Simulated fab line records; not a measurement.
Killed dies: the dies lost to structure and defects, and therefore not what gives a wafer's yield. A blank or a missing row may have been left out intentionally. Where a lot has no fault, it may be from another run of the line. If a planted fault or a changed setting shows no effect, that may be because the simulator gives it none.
The tool behind it: which one? / flow sky130 / 28 wafers from 10 lots sampled at 6 of the route's 708 steps

== WHAT THE GAUGES READ, wafer by wafer ==
SKY_LOCAL_INTERCONNECT_RS_MEAS_01: uses a four-point probe to measure. Usual: LOCAL_INTERCONNECT_TIN_RS gives 14.16 ohm/sq (standard deviation 0.14).
lot=L901; measured=day 29 03:01; on=film_metro-01; LOCAL_INTERCONNECT_TIN_RS (ohm/sq)=14.02 14.12 14.10; flag=
lot=L902; measured=day 29 13:57; on=film_metro-01; LOCAL_INTERCONNECT_TIN_RS (ohm/sq)=14.17 14.25 14.24; flag=
lot=L903; measured=day 30 07:09; on=film_metro-02; LOCAL_INTERCONNECT_TIN_RS (ohm/sq)=14.37 14.30 14.31; flag=
lot=L904; measured=day 30 12:02; on=film_metro-04; LOCAL_INTERCONNECT_TIN_RS (ohm/sq)=14.18 14.22 14.18; flag=
lot=L911; measured=day 32 21:03; on=film_metro-02; LOCAL_INTERCONNECT_TIN_RS (ohm/sq)=17.03 17.01; flag=OFF
lot=L914; measured=day 33 22:55; on=film_metro-04; LOCAL_INTERCONNECT_TIN_RS (ohm/sq)=16.38 16.38; flag=OFF
lot=L916; measured=day 34 07:51; on=film_metro-01; LOCAL_INTERCONNECT_TIN_RS (ohm/sq)=14.19 14.11 14.08; flag=
lot=L917; measured=day 34 18:33; on=film_metro-01; LOCAL_INTERCONNECT_TIN_RS (ohm/sq)=14.21 14.29 14.13; flag=
lot=L921; measured=day 36 03:48; on=film_metro-01; LOCAL_INTERCONNECT_TIN_RS (ohm/sq)=14.23 14.30 14.20; flag=
lot=L922; measured=day 36 12:23; on=film_metro-02; LOCAL_INTERCONNECT_TIN_RS (ohm/sq)=14.16 13.98 14.19; flag=

SKY_LOCAL_INTERCONNECT_THK_MEAS_02: measures by xrf. Usual: LOCAL_INTERCONNECT_TIN_THK gives 102.3 nm (standard deviation 1).
lot=L901; measured=day 29 03:08; on=film_metro-01; LOCAL_INTERCONNECT_TIN_THK (nm)=103.1 101.8 102.6; flag=
lot=L902; measured=day 29 14:04; on=film_metro-01; LOCAL_INTERCONNECT_TIN_THK (nm)=102.1 101.4 101.2; flag=
lot=L903; measured=day 30 07:16; on=film_metro-02; LOCAL_INTERCONNECT_TIN_THK (nm)=100.9 101.2 101.3; flag=
lot=L904; measured=day 30 12:09; on=film_metro-04; LOCAL_INTERCONNECT_TIN_THK (nm)=102.8 102.5 102.9; flag=
lot=L911; measured=day 32 21:10; on=film_metro-02; LOCAL_INTERCONNECT_TIN_THK (nm)=85.7 85.7; flag=OFF
lot=L914; measured=day 33 23:02; on=film_metro-04; LOCAL_INTERCONNECT_TIN_THK (nm)=88.9 89.3; flag=OFF
lot=L916; measured=day 34 07:57; on=film_metro-01; LOCAL_INTERCONNECT_TIN_THK (nm)=102.7 102.9 103.0; flag=
lot=L917; measured=day 34 18:38; on=film_metro-01; LOCAL_INTERCONNECT_TIN_THK (nm)=101.8 101.8 102.6; flag=
lot=L921; measured=day 36 03:55; on=film_metro-01; LOCAL_INTERCONNECT_TIN_THK (nm)=101.9 101.2 102.3; flag=
lot=L922; measured=day 36 12:29; on=film_metro-02; LOCAL_INTERCONNECT_TIN_THK (nm)=101.9 103.0 102.0; flag=

SKY_CONTACT_OVL_MEAS_15. Usual: CONTACT_OVL gives -1 nm (standard deviation 5).
lot=L901; measured=day 31 11:37; on=overlay-01; CONTACT_OVL (nm)=-6 -7 0; flag=
lot=L902; measured=day 31 23:02; on=overlay-02; CONTACT_OVL (nm)=2 -1 -5; flag=
lot=L903; measured=day 32 15:22; on=overlay-01; CONTACT_OVL (nm)=5 2 -5; flag=
lot=L904; measured=day 32 19:49; on=overlay-02; CONTACT_OVL (nm)=1 -2 -3; flag=
lot=L911; measured=day 35 02:46; on=overlay-02; CONTACT_OVL (nm)=1 -1; flag=
lot=L914; measured=day 36 05:26; on=overlay-02; CONTACT_OVL (nm)=-8 -5; flag=
lot=L916; measured=day 36 14:52; on=overlay-02; CONTACT_OVL (nm)=-8 0 -3; flag=
lot=L917; measured=day 37 00:32; on=overlay-02; CONTACT_OVL (nm)=-3 -9 0; flag=
lot=L921; measured=day 38 07:35; on=overlay-02; CONTACT_OVL (nm)=-6 -4 -3; flag=
lot=L922; measured=day 38 17:25; on=overlay-02; CONTACT_OVL (nm)=-7 -5 -6; flag=

== TOOL THAT RAN EACH LOT (tool first, then ch and the chambers of the sampled wafers, then the start) ==
lot=L901; SKY_LI_CONTACT_SPUTTER_19=pvd_sputter-01, day 29 02:11; SKY_LOCAL_INTERCONNECT_SPUTTER_00=pvd_sputter-02, day 29 02:56; SKY_LOCAL_INTERCONNECT_METAL_ETCH_14=rie_metal-01 ch 0,1, day 30 07:13
lot=L902; SKY_LI_CONTACT_SPUTTER_19=pvd_sputter-03, day 29 13:08; SKY_LOCAL_INTERCONNECT_SPUTTER_00=pvd_sputter-01, day 29 13:53; SKY_LOCAL_INTERCONNECT_METAL_ETCH_14=rie_metal-01 ch 0, day 30 18:08
lot=L903; SKY_LI_CONTACT_SPUTTER_19=pvd_sputter-01, day 30 06:20; SKY_LOCAL_INTERCONNECT_SPUTTER_00=pvd_sputter-02, day 30 07:04; SKY_LOCAL_INTERCONNECT_METAL_ETCH_14=rie_metal-01 ch 0,1, day 31 11:26
lot=L904; SKY_LI_CONTACT_SPUTTER_19=pvd_sputter-04, day 30 11:14; SKY_LOCAL_INTERCONNECT_SPUTTER_00=pvd_sputter-04, day 30 11:58; SKY_LOCAL_INTERCONNECT_METAL_ETCH_14=rie_metal-04 ch 0,1, day 31 15:50
lot=L911; SKY_LI_CONTACT_SPUTTER_19=pvd_sputter-04, day 32 20:11; SKY_LOCAL_INTERCONNECT_SPUTTER_00=pvd_sputter-04, day 32 20:55; SKY_LOCAL_INTERCONNECT_METAL_ETCH_14=rie_metal-03 ch 0, day 33 23:04
lot=L914; SKY_LI_CONTACT_SPUTTER_19=pvd_sputter-04, day 33 22:05; SKY_LOCAL_INTERCONNECT_SPUTTER_00=pvd_sputter-04, day 33 22:50; SKY_LOCAL_INTERCONNECT_METAL_ETCH_14=rie_metal-03 ch 0,1, day 35 01:47
lot=L916; SKY_LI_CONTACT_SPUTTER_19=pvd_sputter-01, day 34 07:01; SKY_LOCAL_INTERCONNECT_SPUTTER_00=pvd_sputter-02, day 34 07:45; SKY_LOCAL_INTERCONNECT_METAL_ETCH_14=rie_metal-03 ch 0,1, day 35 10:36
lot=L917; SKY_LI_CONTACT_SPUTTER_19=pvd_sputter-04, day 34 17:41; SKY_LOCAL_INTERCONNECT_SPUTTER_00=pvd_sputter-01, day 34 18:25; SKY_LOCAL_INTERCONNECT_METAL_ETCH_14=rie_metal-03 ch 0,1, day 35 21:03
lot=L921; SKY_LI_CONTACT_SPUTTER_19=pvd_sputter-01, day 36 02:59; SKY_LOCAL_INTERCONNECT_SPUTTER_00=pvd_sputter-04, day 36 03:44; SKY_LOCAL_INTERCONNECT_METAL_ETCH_14=rie_metal-03 ch 1, day 37 04:50
lot=L922; SKY_LI_CONTACT_SPUTTER_19=pvd_sputter-04, day 36 11:33; SKY_LOCAL_INTERCONNECT_SPUTTER_00=pvd_sputter-01, day 36 12:17; SKY_LOCAL_INTERCONNECT_METAL_ETCH_14=rie_metal-01 ch 0,1, day 37 14:05
- SKY_LI_CONTACT_SPUTTER_19: material Ti, target thk 20 nm, time 106.37 s.
- SKY_LOCAL_INTERCONNECT_SPUTTER_00: material TiN, target thk 100 nm, time 83.3 s.
- SKY_LOCAL_INTERCONNECT_METAL_ETCH_14: etches TiN in Cl2/BCl3, stops on PSG, target depth 110 nm, time 31.4 s.

== WHAT THE TOOLS THEMSELVES READ (means of the sampled wafers that have a number; where no wafer has one, the mark that the record gives instead) ==
SKY_LI_CONTACT_SPUTTER_19. Usual: cathode_dc_power_W 2500.0 W, standard deviation 0.39; throttle_valve_pct 30.3 %, standard deviation 0.79.
lot=L901; tool=pvd_sputter-01; cathode_dc_power_W (W)=2500.0; throttle_valve_pct (%)=30.5; flag=
lot=L902; tool=pvd_sputter-03; cathode_dc_power_W (W)=2500.0; throttle_valve_pct (%)=30.3; flag=
lot=L903; tool=pvd_sputter-01; cathode_dc_power_W (W)=2499.5; throttle_valve_pct (%)=30.1; flag=
lot=L904; tool=pvd_sputter-04; cathode_dc_power_W (W)=2500.0; throttle_valve_pct (%)=30.6; flag=
lot=L911; tool=pvd_sputter-04; cathode_dc_power_W (W)=2500.6; throttle_valve_pct (%)=31.6; flag=
lot=L914; tool=pvd_sputter-04; cathode_dc_power_W (W)=2499.8; throttle_valve_pct (%)=30.4; flag=
lot=L916; tool=pvd_sputter-01; cathode_dc_power_W (W)=2500.1; throttle_valve_pct (%)=29.7; flag=
lot=L917; tool=pvd_sputter-04; cathode_dc_power_W (W)=2500.0; throttle_valve_pct (%)=31.7; flag=
lot=L921; tool=pvd_sputter-01; cathode_dc_power_W (W)=2500.5; throttle_valve_pct (%)=30.2; flag=
lot=L922; tool=pvd_sputter-04; cathode_dc_power_W (W)=2499.9; throttle_valve_pct (%)=30.2; flag=

SKY_LOCAL_INTERCONNECT_SPUTTER_00. Usual: cathode_dc_power_W 6499.9 W, standard deviation 1.1; throttle_valve_pct 30.1 %, standard deviation 0.83.
lot=L901; tool=pvd_sputter-02; cathode_dc_power_W (W)=6499.6; throttle_valve_pct (%)=30.0; flag=
lot=L902; tool=pvd_sputter-01; cathode_dc_power_W (W)=6500.7; throttle_valve_pct (%)=29.8; flag=
lot=L903; tool=pvd_sputter-02; cathode_dc_power_W (W)=6499.8; throttle_valve_pct (%)=29.9; flag=
lot=L904; tool=pvd_sputter-04; cathode_dc_power_W (W)=6500.4; throttle_valve_pct (%)=30.3; flag=
lot=L911; tool=pvd_sputter-04; cathode_dc_power_W (W)=6500.4; throttle_valve_pct (%)=31.4; flag=
lot=L914; tool=pvd_sputter-04; cathode_dc_power_W (W)=6499.5; throttle_valve_pct (%)=31.5; flag=
lot=L916; tool=pvd_sputter-02; cathode_dc_power_W (W)=6498.3; throttle_valve_pct (%)=30.0; flag=
lot=L917; tool=pvd_sputter-01; cathode_dc_power_W (W)=6500.9; throttle_valve_pct (%)=30.2; flag=
lot=L921; tool=pvd_sputter-04; cathode_dc_power_W (W)=6499.2; throttle_valve_pct (%)=30.9; flag=
lot=L922; tool=pvd_sputter-01; cathode_dc_power_W (W)=6499.2; throttle_valve_pct (%)=30.0; flag=

SKY_LOCAL_INTERCONNECT_METAL_ETCH_14. Usual: bias_w 48.51 W, standard deviation 0.13; drypump_motor_current_A 5.6 A, standard deviation 0.4; oes_product_au 0.940 a.u., standard deviation 0.0067; throttle_valve_pct 21.902 %, standard deviation 0.0092.
lot=L901; tool=rie_metal-01; bias_w (W)=48.38; drypump_motor_current_A (A)=5.6; oes_product_au (a.u.)=0.941; throttle_valve_pct (%)=21.893; flag=
lot=L902; tool=rie_metal-01; bias_w (W)=48.59; drypump_motor_current_A (A)=5.7; oes_product_au (a.u.)=0.938; throttle_valve_pct (%)=21.895; flag=
lot=L903; tool=rie_metal-01; bias_w (W)=48.39; drypump_motor_current_A (A)=5.5; oes_product_au (a.u.)=0.928; throttle_valve_pct (%)=21.909; flag=
lot=L904; tool=rie_metal-04; bias_w (W)=48.39; drypump_motor_current_A (A)=5.8; oes_product_au (a.u.)=0.940; throttle_valve_pct (%)=21.896; flag=
lot=L911; tool=rie_metal-03; bias_w (W)=48.20; drypump_motor_current_A (A)=6.2; oes_product_au (a.u.)=0.853; throttle_valve_pct (%)=21.966; flag=OFF
lot=L914; tool=rie_metal-03; bias_w (W)=48.58; drypump_motor_current_A (A)=5.7; oes_product_au (a.u.)=0.869; throttle_valve_pct (%)=21.951; flag=OFF
lot=L916; tool=rie_metal-03; bias_w (W)=48.51; drypump_motor_current_A (A)=5.8; oes_product_au (a.u.)=0.942; throttle_valve_pct (%)=21.890; flag=
lot=L917; tool=rie_metal-03; bias_w (W)=48.51; drypump_motor_current_A (A)=5.5; oes_product_au (a.u.)=0.936; throttle_valve_pct (%)=21.903; flag=
lot=L921; tool=rie_metal-03; bias_w (W)=48.44; drypump_motor_current_A (A)=5.1; oes_product_au (a.u.)=0.935; throttle_valve_pct (%)=21.908; flag=
lot=L922; tool=rie_metal-01; bias_w (W)=48.56; drypump_motor_current_A (A)=5.5; oes_product_au (a.u.)=0.943; throttle_valve_pct (%)=21.899; flag=

== THE ANSWER, worked out from the rows above alone ==
Rule: lot off if the mean of its wafers having a number is beyond 3 standard deviations from the usual mean. Also off: a lot with no number at a reading for which 4 or more lots have one. All remaining lots with rows at the step are treated as sound. After the gauges, taken in route order, come the tools' own readings; for these a lot's mean is taken, as printed above. The first step at which some lot is off is used, and at that step the reading that is off furthest; a lot without a number counts as furthest.
Off: L911, L914, at SKY_LOCAL_INTERCONNECT_RS_MEAS_01 (LOCAL_INTERCONNECT_TIN_RS).
If a tool, at a process step before that reading, ran all the lots that are off and no sound lot after the first of them, it fits. The gauges at SKY_LOCAL_INTERCONNECT_RS_MEAS_01 aren't tried: what is off there is off at SKY_LOCAL_INTERCONNECT_METAL_ETCH_14 too, on other tools, and a gauge's error can't cause that. None of those tried fits.

== WHAT THE SIMULATOR PUT IN ==
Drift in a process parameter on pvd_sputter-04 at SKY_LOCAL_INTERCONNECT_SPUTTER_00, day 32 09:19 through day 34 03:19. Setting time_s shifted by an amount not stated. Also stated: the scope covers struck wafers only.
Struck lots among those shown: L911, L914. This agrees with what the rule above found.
